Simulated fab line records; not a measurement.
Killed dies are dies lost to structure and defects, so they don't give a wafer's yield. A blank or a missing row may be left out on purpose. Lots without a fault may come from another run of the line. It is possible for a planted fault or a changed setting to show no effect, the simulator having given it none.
fab line records -- flow sky130
[record] lots = 24, wafers = 72, last_day = 50
route steps=708 shown FIELD_ISO@14 VT_ADJUST_LVTN@104 SD_P@327 CONTACT@411 METAL1@438
lots with no fault: from the same line, run without faults
start_h: start of the lot's first displayed wafer, in hours after the record's first day -- wait_h: time in hours since the lot's previous step -- " identical to the entry in the row above -- L1.1+2: a row that stands for several wafers -- - no value present, or no start provided -- * or withheld: withheld -- < > ~ a bound
route shown NAME@n: a module of which the file shows steps, and the number in the route of the first -- usual: average and standard deviation across the fault-free wafers -- same: alike in all rows -- chamber/n: place in a boat -- sites: the reading at each site -- _std_site: their standard deviation -- _edge_site: inner sites' mean taken away from outer sites' mean -- radius_mm: how far each site lies from the wafer's centre -- mask NAME#n: copy n -- behind: the last tool/chamber to shape the wafer -- hold: the reason the lot was held/the length of the hold in hours/how it ended -- device: the n, p or np transistor that did not switch -- end of line: tests run on the same wafers once the route is complete -- a step with no rows: only its recipe -- killed: dies lost to structure and defects at the first sort, not the wafer's yield -- map: the dies of a wafer, with x for killed, . for not killed, _ for no die there
set.NAME: the setting as run; set.NAME@STEP: as run at that earlier step -- model.NAME: the simulator's own value behind a step, which no gauge read
the route's steps for a sample of lots (tables are steps, rows are wafers)
services: from which hour (start_h, from the record's first day; less than 0 if before it) a tool's chamber was out of use, for how many hours, and why
[[steps]]
[step SKY_FIELD_ISO_CD_MEAS_13]
[recipe] target_cd_nm = 150
[usual] cd_nm = 150.0/1.5
lot.wafer,tool,chamber,start_h,wait_h,cd_nm
L074.2,cd_sem-01,-,32.22,-,150.8
L074.3,cd_sem-01,-,32.22,-,149.8
L074.5,cd_sem-01,-,32.22,-,150.2
L075.1,cd_sem-02,-,35.62,-,149.1
L075.4,cd_sem-02,-,35.62,-,148.3
L075.6,cd_sem-02,-,35.62,-,148.4
L076.1,cd_sem-02,-,41.82,-,152.9
L076.5,cd_sem-02,-,41.82,-,153.4
L076.6,cd_sem-02,-,41.82,-,152.6
L077.1,cd_sem-02,-,45.40,-,150.2
L077.2,cd_sem-02,-,45.40,-,149.3
L077.4,cd_sem-02,-,45.40,-,149.3
L078.3,cd_sem-01,-,49.99,-,149.6
L078.4,cd_sem-01,-,49.99,-,148.7
L078.6,cd_sem-01,-,49.99,-,148.9
L079.2,cd_sem-01,-,54.97,-,151.2
L079.4,cd_sem-01,-,54.97,-,149.8
L079.5,cd_sem-01,-,54.97,-,150.0
L080.4,cd_sem-02,-,62.48,-,151.8
L080.5,cd_sem-02,-,62.48,-,152.9
L080.6,cd_sem-02,-,62.48,-,150.6
L081.2,cd_sem-02,-,73.89,-,148.5
L081.4,cd_sem-02,-,73.89,-,147.8
L081.6,cd_sem-02,-,73.89,-,149.0
L082.3,cd_sem-02,-,74.21,-,149.8
L082.4,cd_sem-02,-,74.21,-,151.3
L082.5,cd_sem-02,-,74.21,-,152.0
L083.2,cd_sem-02,-,81.77,-,148.2
L083.3,cd_sem-02,-,81.77,-,147.7
L083.5,cd_sem-02,-,81.77,-,148.7
L084.2,cd_sem-01,-,82.52,-,153.2
L084.3,cd_sem-01,-,82.52,-,151.7
L084.6,cd_sem-01,-,82.52,-,151.1
L085.3,cd_sem-01,-,86.69,-,147.1
L085.5,cd_sem-01,-,86.69,-,148.1
L085.6,cd_sem-01,-,86.69,-,147.4
L086.2,cd_sem-01,-,90.92,-,150.9
L086.5,cd_sem-01,-,90.92,-,150.8
L086.6,cd_sem-01,-,90.92,-,151.2
L087.1,cd_sem-01,-,97.32,-,148.5
L087.3,cd_sem-01,-,97.32,-,148.3
L087.5,cd_sem-01,-,97.32,-,148.4
L088.1,cd_sem-02,-,102.50,-,150.1
L088.2,cd_sem-02,-,102.50,-,151.5
L088.3,cd_sem-02,-,102.50,-,150.1
L089.1,cd_sem-02,-,108.67,-,152.1
L089.3,cd_sem-02,-,108.67,-,150.7
L089.6,cd_sem-02,-,108.67,-,150.9
L090.2,cd_sem-02,-,113.22,-,150.8
L090.3,cd_sem-02,-,113.22,-,151.7
L090.5,cd_sem-02,-,113.22,-,150.7
L091.2,cd_sem-01,-,119.17,-,150.7
L091.5,cd_sem-01,-,119.17,-,151.0
L091.6,cd_sem-01,-,119.17,-,151.4
L092.1,cd_sem-02,-,121.15,-,148.7
L092.2,cd_sem-02,-,121.15,-,149.1
L092.5,cd_sem-02,-,121.15,-,149.3
L093.2,cd_sem-01,-,128.02,-,149.7
L093.3,cd_sem-01,-,128.02,-,151.0
L093.4,cd_sem-01,-,128.02,-,148.1
L094.3,cd_sem-01,-,132.89,-,148.7
L094.4,cd_sem-01,-,132.89,-,147.6
L094.5,cd_sem-01,-,132.89,-,149.1
L095.1,cd_sem-01,-,137.85,-,149.0
L095.3,cd_sem-01,-,137.85,-,148.4
L095.5,cd_sem-01,-,137.85,-,148.6
L096.4,cd_sem-02,-,143.53,-,149.2
L096.5,cd_sem-02,-,143.53,-,149.4
L096.6,cd_sem-02,-,143.53,-,150.0
L097.2,cd_sem-02,-,149.27,-,151.4
L097.5,cd_sem-02,-,149.27,-,150.7
L097.6,cd_sem-02,-,149.27,-,149.9
[step SKY_VT_ADJUST_LVTN_OVL_MEAS_07]
[usual] VT_ADJUST_LVTN_OVL = -0.6/1.4
lot.wafer,tool,chamber,start_h,wait_h,VT_ADJUST_LVTN_OVL[nm]
L075.1,overlay-02,-,155.80,-,-2.8
L075.4,overlay-02,-,155.80,-,-1.8
L075.6,overlay-02,-,155.80,-,-3.6
L074.2,overlay-01,-,158.26,-,-3.4
L074.3,overlay-01,-,158.26,-,-1.9
L074.5,overlay-01,-,158.26,-,-1.8
L077.1,overlay-01,-,174.64,-,0.0
L077.2,overlay-01,-,174.64,-,0.4
L077.4,overlay-01,-,174.64,-,0.8
L076.1,overlay-02,-,174.99,-,0.9
L076.5,overlay-02,-,174.99,-,-0.8
L076.6,overlay-02,-,174.99,-,-1.1
L078.3,overlay-01,-,181.00,-,-0.8
L078.4,overlay-01,-,181.00,-,-1.0
L078.6,overlay-01,-,181.00,-,-0.5
L079.2,overlay-02,-,181.01,-,-1.6
L079.4,overlay-02,-,181.01,-,-2.3
L079.5,overlay-02,-,181.01,-,-3.8
L080.4,overlay-02,-,191.25,-,1.5
L080.5,overlay-02,-,191.25,-,0.2
L080.6,overlay-02,-,191.25,-,0.4
L082.3,overlay-01,-,200.17,-,-0.4
L082.4,overlay-01,-,200.17,-,-1.0
L082.5,overlay-01,-,200.17,-,-1.2
L081.2,overlay-01,-,200.51,-,-1.2
L081.4,overlay-01,-,200.51,-,1.5
L081.6,overlay-01,-,200.51,-,-0.7
L083.2,overlay-01,-,208.35,-,0.6
L083.3,overlay-01,-,208.35,-,0.2
L083.5,overlay-01,-,208.35,-,1.6
L084.2,overlay-02,-,210.29,-,-1.0
L084.3,overlay-02,-,210.29,-,-0.2
L084.6,overlay-02,-,210.29,-,0.6
L085.3,overlay-02,-,219.10,-,-0.6
L085.5,overlay-02,-,219.10,-,-1.9
L085.6,overlay-02,-,219.10,-,-0.9
L086.2,overlay-01,-,222.11,-,-1.4
L086.5,overlay-01,-,222.11,-,-2.1
L086.6,overlay-01,-,222.11,-,-0.5
L087.1,overlay-02,-,229.39,-,1.0
L087.3,overlay-02,-,229.39,-,0.0
L087.5,overlay-02,-,229.39,-,-0.5
L088.1,overlay-01,-,234.35,-,0.0
L088.2,overlay-01,-,234.35,-,-0.5
L088.3,overlay-01,-,234.35,-,0.5
L089.1,overlay-02,-,242.30,-,-2.8
L089.3,overlay-02,-,242.30,-,-1.8
L089.6,overlay-02,-,242.30,-,-2.7
L090.2,overlay-02,-,249.10,-,-1.0
L090.3,overlay-02,-,249.10,-,-1.1
L090.5,overlay-02,-,249.10,-,-1.0
L091.2,overlay-01,-,257.05,-,0.0
L091.5,overlay-01,-,257.05,-,0.6
L091.6,overlay-01,-,257.05,-,0.5
L092.1,overlay-02,-,262.70,-,0.7
L092.2,overlay-02,-,262.70,-,2.5
L092.5,overlay-02,-,262.70,-,1.8
L093.2,overlay-01,-,267.30,-,0.9
L093.3,overlay-01,-,267.30,-,2.8
L093.4,overlay-01,-,267.30,-,1.2
L094.3,overlay-01,-,272.92,-,0.0
L094.4,overlay-01,-,272.92,-,-1.5
L094.5,overlay-01,-,272.92,-,0.1
L095.1,overlay-02,-,281.04,-,0.1
L095.3,overlay-02,-,281.04,-,0.3
L095.5,overlay-02,-,281.04,-,0.6
L096.4,overlay-02,-,284.65,-,0.1
L096.5,overlay-02,-,284.65,-,0.0
L096.6,overlay-02,-,284.65,-,-0.3
L097.2,overlay-01,-,293.56,-,-0.3
L097.5,overlay-01,-,293.56,-,0.3
L097.6,overlay-01,-,293.56,-,0.8
[step SKY_VT_ADJUST_LVTN_OVL_MEAS_18]
[usual] VT_ADJUST_LVTN_01_OVL = 0.1/1.6
lot.wafer,tool,chamber,start_h,wait_h,VT_ADJUST_LVTN_01_OVL[nm]
L075.1,overlay-02,-,176.70,0.1,-0.2
L075.4,overlay-02,-,176.70,0.1,0.0
L075.6,overlay-02,-,176.70,0.1,0.3
L074.2,overlay-01,-,178.76,0.1,1.6
L074.3,overlay-01,-,178.76,0.1,1.9
L074.5,overlay-01,-,178.76,0.1,2.8
L077.1,overlay-02,-,195.29,0.1,-0.4
L077.2,overlay-02,-,195.29,0.1,0.6
L077.4,overlay-02,-,195.29,0.1,-1.3
L076.1,overlay-01,-,195.50,0.1,4.2
L076.5,overlay-01,-,195.50,0.1,2.9
L076.6,overlay-01,-,195.50,0.1,2.8
L078.3,overlay-01,-,202.67,0.1,0.4
L078.4,overlay-01,-,202.67,0.1,-0.2
L078.6,overlay-01,-,202.67,0.1,1.1
L079.2,overlay-02,-,203.09,0.1,-2.3
L079.4,overlay-02,-,203.09,0.1,-1.8
L079.5,overlay-02,-,203.09,0.1,-2.5
L080.4,overlay-01,-,213.36,0.1,1.9
L080.5,overlay-01,-,213.36,0.1,3.8
L080.6,overlay-01,-,213.36,0.1,1.8
L082.3,overlay-01,-,222.41,0.1,1.7
L082.4,overlay-01,-,222.41,0.1,2.1
L082.5,overlay-01,-,222.41,0.1,2.2
L081.2,overlay-02,-,223.30,0.1,-1.4
L081.4,overlay-02,-,223.30,0.1,0.6
L081.6,overlay-02,-,223.30,0.1,-0.6
L083.2,overlay-02,-,230.61,0.1,1.2
L083.3,overlay-02,-,230.61,0.1,0.3
L083.5,overlay-02,-,230.61,0.1,0.0
L084.2,overlay-02,-,232.46,0.1,-2.1
L084.3,overlay-02,-,232.46,0.1,-1.9
L084.6,overlay-02,-,232.46,0.1,-1.8
L085.3,overlay-01,-,242.36,0.1,-0.7
L085.5,overlay-01,-,242.36,0.1,-2.7
L085.6,overlay-01,-,242.36,0.1,-0.9
L086.2,overlay-01,-,245.01,0.1,-1.9
L086.5,overlay-01,-,245.01,0.1,-1.7
L086.6,overlay-01,-,245.01,0.1,-2.4
L087.1,overlay-02,-,252.74,0.1,1.3
L087.3,overlay-02,-,252.74,0.1,0.2
L087.5,overlay-02,-,252.74,0.1,0.1
L088.1,overlay-01,-,258.89,0.1,-0.5
L088.2,overlay-01,-,258.89,0.1,0.0
L088.3,overlay-01,-,258.89,0.1,-1.0
L089.1,overlay-02,-,265.39,0.1,0.5
L089.3,overlay-02,-,265.39,0.1,1.2
L089.6,overlay-02,-,265.39,0.1,-0.3
L090.2,overlay-01,-,273.60,0.1,2.3
L090.3,overlay-01,-,273.60,0.1,1.8
L090.5,overlay-01,-,273.60,0.1,0.8
L091.2,overlay-02,-,281.69,0.1,-1.3
L091.5,overlay-02,-,281.69,0.1,-0.6
L091.6,overlay-02,-,281.69,0.1,-1.2
L092.1,overlay-01,-,287.39,0.1,-1.4
L092.2,overlay-01,-,287.39,0.1,-0.8
L092.5,overlay-01,-,287.39,0.1,0.5
L093.2,overlay-02,-,293.21,0.1,-2.5
L093.3,overlay-02,-,293.21,0.1,-2.6
L093.4,overlay-02,-,293.21,0.1,-2.4
L094.3,overlay-02,-,297.66,0.1,0.8
L094.4,overlay-02,-,297.66,0.1,2.0
L094.5,overlay-02,-,297.66,0.1,0.1
L095.1,overlay-01,-,307.34,0.1,-0.7
L095.3,overlay-01,-,307.34,0.1,0.7
L095.5,overlay-01,-,307.34,0.1,-0.8
L096.4,overlay-02,-,309.42,0.1,0.2
L096.5,overlay-02,-,309.42,0.1,0.6
L096.6,overlay-02,-,309.42,0.1,-0.2
L097.2,overlay-01,-,319.11,0.1,-0.2
L097.5,overlay-01,-,319.11,0.1,-1.2
L097.6,overlay-01,-,319.11,0.1,-0.4
[step SKY_SD_P_CD_MEAS_07]
[recipe] target_cd_nm = 380
[usual] cd_nm = 380.2/2.7
lot.wafer,tool,chamber,start_h,wait_h,cd_nm
L075.1,cd_sem-01,-,604.74,0.1,386.3
L075.4,cd_sem-01,-,604.74,0.1,385.6
L075.6,cd_sem-01,-,604.74,0.1,384.3
L074.2,cd_sem-02,-,611.64,0.1,375.3
L074.3,cd_sem-02,-,611.64,0.1,377.2
L074.5,cd_sem-02,-,611.64,0.1,377.5
L076.1,cd_sem-01,-,631.50,0.1,380.2
L076.5,cd_sem-01,-,631.50,0.1,379.6
L076.6,cd_sem-01,-,631.50,0.1,382.2
L077.1,cd_sem-02,-,631.69,0.1,382.6
L077.2,cd_sem-02,-,631.69,0.1,380.0
L077.4,cd_sem-02,-,631.69,0.1,382.5
L079.2,cd_sem-02,-,638.49,0.1,378.5
L079.4,cd_sem-02,-,638.49,0.1,380.2
L079.5,cd_sem-02,-,638.49,0.1,380.8
L078.3,cd_sem-01,-,645.34,0.1,380.0
L078.4,cd_sem-01,-,645.34,0.1,382.9
L078.6,cd_sem-01,-,645.34,0.1,383.9
L084.2,cd_sem-02,-,698.91,0.1,385.3
L084.3,cd_sem-02,-,698.91,0.1,383.3
L084.6,cd_sem-02,-,698.91,0.1,383.2
L082.3,cd_sem-02,-,701.49,0.1,378.5
L082.4,cd_sem-02,-,701.49,0.1,379.6
L082.5,cd_sem-02,-,701.49,0.1,382.7
L081.2,cd_sem-01,-,702.49,0.1,379.4
L081.4,cd_sem-01,-,702.49,0.1,382.5
L081.6,cd_sem-01,-,702.49,0.1,381.8
L085.3,cd_sem-02,-,706.78,0.1,381.9
L085.5,cd_sem-02,-,706.78,0.1,382.5
L085.6,cd_sem-02,-,706.78,0.1,381.4
L087.1,cd_sem-01,-,707.00,0.1,380.0
L087.3,cd_sem-01,-,707.00,0.1,377.8
L087.5,cd_sem-01,-,707.00,0.1,378.2
L080.4,cd_sem-01,-,707.36,0.1,378.8
L080.5,cd_sem-01,-,707.36,0.1,378.9
L080.6,cd_sem-01,-,707.36,0.1,383.1
L086.2,cd_sem-01,-,708.51,0.1,379.0
L086.5,cd_sem-01,-,708.51,0.1,379.6
L086.6,cd_sem-01,-,708.51,0.1,377.8
L088.1,cd_sem-01,-,708.79,0.1,379.7
L088.2,cd_sem-01,-,708.79,0.1,380.6
L088.3,cd_sem-01,-,708.79,0.1,378.8
L083.2,cd_sem-01,-,709.24,0.1,378.2
L083.3,cd_sem-01,-,709.24,0.1,379.9
L083.5,cd_sem-01,-,709.24,0.1,379.2
L089.1,cd_sem-01,-,710.25,0.1,384.8
L089.3,cd_sem-01,-,710.25,0.1,384.0
L089.6,cd_sem-01,-,710.25,0.1,382.9
L090.2,cd_sem-02,-,716.87,0.1,382.1
L090.3,cd_sem-02,-,716.87,0.1,384.3
L090.5,cd_sem-02,-,716.87,0.1,384.1
L091.2,cd_sem-01,-,738.22,0.1,382.6
L091.5,cd_sem-01,-,738.22,0.1,383.5
L091.6,cd_sem-01,-,738.22,0.1,381.7
L092.1,cd_sem-01,-,741.04,0.1,377.2
L092.2,cd_sem-01,-,741.04,0.1,378.6
L092.5,cd_sem-01,-,741.04,0.1,380.5
L093.2,cd_sem-01,-,741.99,0.1,379.3
L093.3,cd_sem-01,-,741.99,0.1,379.9
L093.4,cd_sem-01,-,741.99,0.1,381.0
L094.3,cd_sem-01,-,745.04,0.1,378.8
L094.4,cd_sem-01,-,745.04,0.1,379.8
L094.5,cd_sem-01,-,745.04,0.1,378.1
L095.1,cd_sem-01,-,753.40,0.1,379.9
L095.3,cd_sem-01,-,753.40,0.1,377.4
L095.5,cd_sem-01,-,753.40,0.1,379.5
L096.4,cd_sem-02,-,764.08,0.1,373.2
L096.5,cd_sem-02,-,764.08,0.1,375.4
L096.6,cd_sem-02,-,764.08,0.1,372.2
L097.2,cd_sem-02,-,767.96,0.1,375.9
L097.5,cd_sem-02,-,767.96,0.1,376.5
L097.6,cd_sem-02,-,767.96,0.1,376.4
[step SKY_CONTACT_BOW_MEAS_05]
[recipe] mode = bow
[usual] CONTACT_BOW = 81/7.6
lot.wafer,tool,chamber,start_h,wait_h,CONTACT_BOW[um]
L075.1,film_metro-03,-,722.53,0.1,89
L075.4,film_metro-03,-,722.53,0.1,82
L075.6,film_metro-03,-,722.53,0.1,89
L074.2,film_metro-02,-,727.81,0.2,84
L074.3,film_metro-02,-,727.81,0.2,79
L074.5,film_metro-02,-,727.81,0.2,83
L076.1,film_metro-01,-,747.70,0.1,72
L076.5,film_metro-01,-,747.70,0.1,84
L076.6,film_metro-01,-,747.70,0.1,86
L077.1,film_metro-02,-,748.00,0.2,62
L077.2,film_metro-02,-,748.00,0.2,64
L077.4,film_metro-02,-,748.00,0.2,65
L079.2,film_metro-02,-,754.73,0.1,86
L079.4,film_metro-02,-,754.73,0.1,80
L079.5,film_metro-02,-,754.73,0.1,81
L078.3,film_metro-02,-,760.70,0.1,70
L078.4,film_metro-02,-,760.70,0.1,89
L078.6,film_metro-02,-,760.70,0.1,75
L084.2,film_metro-03,-,809.78,0.1,85
L084.3,film_metro-03,-,809.78,0.1,76
L084.6,film_metro-03,-,809.78,0.1,89
L082.3,film_metro-01,-,811.94,0.2,73
L082.4,film_metro-01,-,811.94,0.2,77
L082.5,film_metro-01,-,811.94,0.2,91
L081.2,film_metro-01,-,814.06,0.1,80
L081.4,film_metro-01,-,814.06,0.1,61
L081.6,film_metro-01,-,814.06,0.1,77
L085.3,film_metro-03,-,816.83,0.3,87
L085.5,film_metro-03,-,816.83,0.3,99
L085.6,film_metro-03,-,816.83,0.3,78
L087.1,film_metro-02,-,817.47,0.2,75
L087.3,film_metro-02,-,817.47,0.2,80
L087.5,film_metro-02,-,817.47,0.2,70
L080.4,film_metro-03,-,818.75,0.3,94
L080.5,film_metro-03,-,818.75,0.3,79
L080.6,film_metro-03,-,818.75,0.3,80
L086.2,film_metro-01,-,819.53,0.3,77
L086.5,film_metro-01,-,819.53,0.3,72
L086.6,film_metro-01,-,819.53,0.3,79
L088.1,film_metro-01,-,821.61,0.1,84
L088.2,film_metro-01,-,821.61,0.1,82
L088.3,film_metro-01,-,821.61,0.1,69
L083.2,film_metro-02,-,822.45,0.3,75
L083.3,film_metro-02,-,822.45,0.3,89
L083.5,film_metro-02,-,822.45,0.3,95
L089.1,film_metro-01,-,822.73,0.1,80
L089.3,film_metro-01,-,822.73,0.1,81
L089.6,film_metro-01,-,822.73,0.1,76
L090.2,film_metro-01,-,827.18,0.2,82
L090.3,film_metro-01,-,827.18,0.2,92
L090.5,film_metro-01,-,827.18,0.2,81
L091.2,film_metro-03,-,848.98,0.2,84
L091.5,film_metro-03,-,848.98,0.2,78
L091.6,film_metro-03,-,848.98,0.2,99
L092.1,film_metro-03,-,851.22,0.1,88
L092.2,film_metro-03,-,851.22,0.1,82
L092.5,film_metro-03,-,851.22,0.1,85
L093.2,film_metro-01,-,851.55,0.2,76
L093.3,film_metro-01,-,851.55,0.2,86
L093.4,film_metro-01,-,851.55,0.2,90
L094.3,film_metro-02,-,854.01,0.2,75
L094.4,film_metro-02,-,854.01,0.2,87
L094.5,film_metro-02,-,854.01,0.2,82
L095.1,film_metro-02,-,861.85,0.2,79
L095.3,film_metro-02,-,861.85,0.2,79
L095.5,film_metro-02,-,861.85,0.2,77
L096.4,film_metro-03,-,873.64,0.2,80
L096.5,film_metro-03,-,873.64,0.2,72
L096.6,film_metro-03,-,873.64,0.2,60
L097.2,film_metro-03,-,878.01,0.2,79
L097.5,film_metro-03,-,878.01,0.2,78
L097.6,film_metro-03,-,878.01,0.2,77
[step SKY_METAL1_SPUTTER_04]
[recipe] material = TiN, target_thk_nm = 70, power_w = 6500, time_s = 58.3, chamber_pressure_pa = 0.4
[usual] throttle_valve_pct = 29.4/0.87
[same] time_s = 58.3
lot.wafer,tool,chamber,start_h,wait_h,throttle_valve_pct
L075.1,pvd_sputter-01,-,751.38,0.0,28.6
L075.4,pvd_sputter-01,-,751.38,0.0,30.3
L075.6,pvd_sputter-01,-,751.38,0.0,28.7
L074.2,pvd_sputter-04,-,755.41,0.0,30.8
L074.3,pvd_sputter-04,-,755.41,0.0,30.5
L074.5,pvd_sputter-04,-,755.41,0.0,30.5
L076.1,pvd_sputter-04,-,775.29,0.0,30.5
L076.5,pvd_sputter-04,-,775.29,0.0,28.2
L076.6,pvd_sputter-04,-,775.29,0.0,29.2
L077.1,pvd_sputter-01,-,775.61,0.0,30.4
L077.2,pvd_sputter-01,-,775.61,0.0,28.6
L077.4,pvd_sputter-01,-,775.61,0.0,28.5
L079.2,pvd_sputter-01,-,781.87,0.0,28.7
L079.4,pvd_sputter-01,-,781.87,0.0,30.2
L079.5,pvd_sputter-01,-,781.87,0.0,28.5
L078.3,pvd_sputter-04,-,788.49,0.0,30.8
L078.4,pvd_sputter-04,-,788.49,0.0,30.6
L078.6,pvd_sputter-04,-,788.49,0.0,29.0
L084.2,pvd_sputter-01,-,837.52,0.0,28.5
L084.3,pvd_sputter-01,-,837.52,0.0,30.4
L084.6,pvd_sputter-01,-,837.52,0.0,30.5
L082.3,pvd_sputter-04,-,839.86,0.0,30.5
L082.4,pvd_sputter-04,-,839.86,0.0,30.8
L082.5,pvd_sputter-04,-,839.86,0.0,30.6
L081.2,pvd_sputter-01,-,841.53,0.0,28.5
L081.4,pvd_sputter-01,-,841.53,0.0,28.6
L081.6,pvd_sputter-01,-,841.53,0.0,30.3
L085.3,pvd_sputter-02,-,844.81,0.0,29.6
L085.5,pvd_sputter-02,-,844.81,0.0,29.9
L085.6,pvd_sputter-02,-,844.81,0.0,29.4
L087.1,pvd_sputter-01,-,845.19,0.0,28.5
L087.3,pvd_sputter-01,-,845.19,0.0,28.7
L087.5,pvd_sputter-01,-,845.19,0.0,29.0
L080.4,pvd_sputter-02,-,846.79,0.0,29.5
L080.5,pvd_sputter-02,-,846.79,0.0,29.4
L080.6,pvd_sputter-02,-,846.79,0.0,29.9
L086.2,pvd_sputter-04,-,847.53,0.0,29.3
L086.5,pvd_sputter-04,-,847.53,0.0,28.2
L086.6,pvd_sputter-04,-,847.53,0.0,30.8
L088.1,pvd_sputter-04,-,849.46,0.0,30.6
L088.2,pvd_sputter-04,-,849.46,0.0,30.7
L088.3,pvd_sputter-04,-,849.46,0.0,28.6
L083.2,pvd_sputter-04,-,849.77,0.0,30.6
L083.3,pvd_sputter-04,-,849.77,0.0,29.2
L083.5,pvd_sputter-04,-,849.77,0.0,30.7
L089.1,pvd_sputter-02,-,850.39,0.0,29.3
L089.3,pvd_sputter-02,-,850.39,0.0,29.5
L089.6,pvd_sputter-02,-,850.39,0.0,28.9
L090.2,pvd_sputter-01,-,855.21,0.0,28.7
L090.3,pvd_sputter-01,-,855.21,0.0,28.4
L090.5,pvd_sputter-01,-,855.21,0.0,30.1
L091.2,pvd_sputter-04,-,876.30,0.0,28.4
L091.5,pvd_sputter-04,-,876.30,0.0,29.5
L091.6,pvd_sputter-04,-,876.30,0.0,30.8
L092.1,pvd_sputter-02,-,879.57,0.0,29.1
L092.2,pvd_sputter-02,-,879.57,0.0,30.1
L092.5,pvd_sputter-02,-,879.57,0.0,28.9
L093.2,pvd_sputter-01,-,879.58,0.0,30.2
L093.3,pvd_sputter-01,-,879.58,0.0,28.4
L093.4,pvd_sputter-01,-,879.58,0.0,28.8
L094.3,pvd_sputter-04,-,881.43,0.0,29.3
L094.4,pvd_sputter-04,-,881.43,0.0,28.4
L094.5,pvd_sputter-04,-,881.43,0.0,28.5
L095.1,pvd_sputter-04,-,889.37,0.0,30.5
L095.3,pvd_sputter-04,-,889.37,0.0,29.0
L095.5,pvd_sputter-04,-,889.37,0.0,29.3
L096.4,pvd_sputter-04,-,900.87,0.0,30.6
L096.5,pvd_sputter-04,-,900.87,0.0,28.7
L096.6,pvd_sputter-04,-,900.87,0.0,29.3
L097.2,pvd_sputter-01,-,904.77,0.0,28.5
L097.5,pvd_sputter-01,-,904.77,0.0,30.3
L097.6,pvd_sputter-01,-,904.77,0.0,28.6
[[services]]
tool,chamber,start_h,hours,kind
pvd_sputter-04,1,749.36,-,consumable_replace:kit
pvd_sputter-04,1,749.36,18.0,scheduled_down
pvd_sputter-04,1,749.36,18.0,vent_cycle
pvd_sputter-04,-,751.19,0.6,repair
pvd_sputter-02,0,817.03,-,consumable_replace:kit
pvd_sputter-02,0,817.03,18.0,scheduled_down
pvd_sputter-02,0,817.03,18.0,vent_cycle
pvd_sputter-02,-,821.41,2.0,repair
pvd_sputter-02,-,821.73,11.6,repair
pvd_sputter-02,-,822.40,1.7,repair
pvd_sputter-01,1,825.16,-,consumable_replace:kit
pvd_sputter-01,1,825.16,18.0,scheduled_down
pvd_sputter-01,1,825.16,18.0,vent_cycle
pvd_sputter-02,-,869.93,4.5,repair
pvd_sputter-02,-,901.96,2.5,repair
pvd_sputter-04,0,902.14,-,consumable_replace:kit
pvd_sputter-04,0,902.14,18.0,scheduled_down
pvd_sputter-04,0,902.14,18.0,vent_cycle
[[key]]
fault none
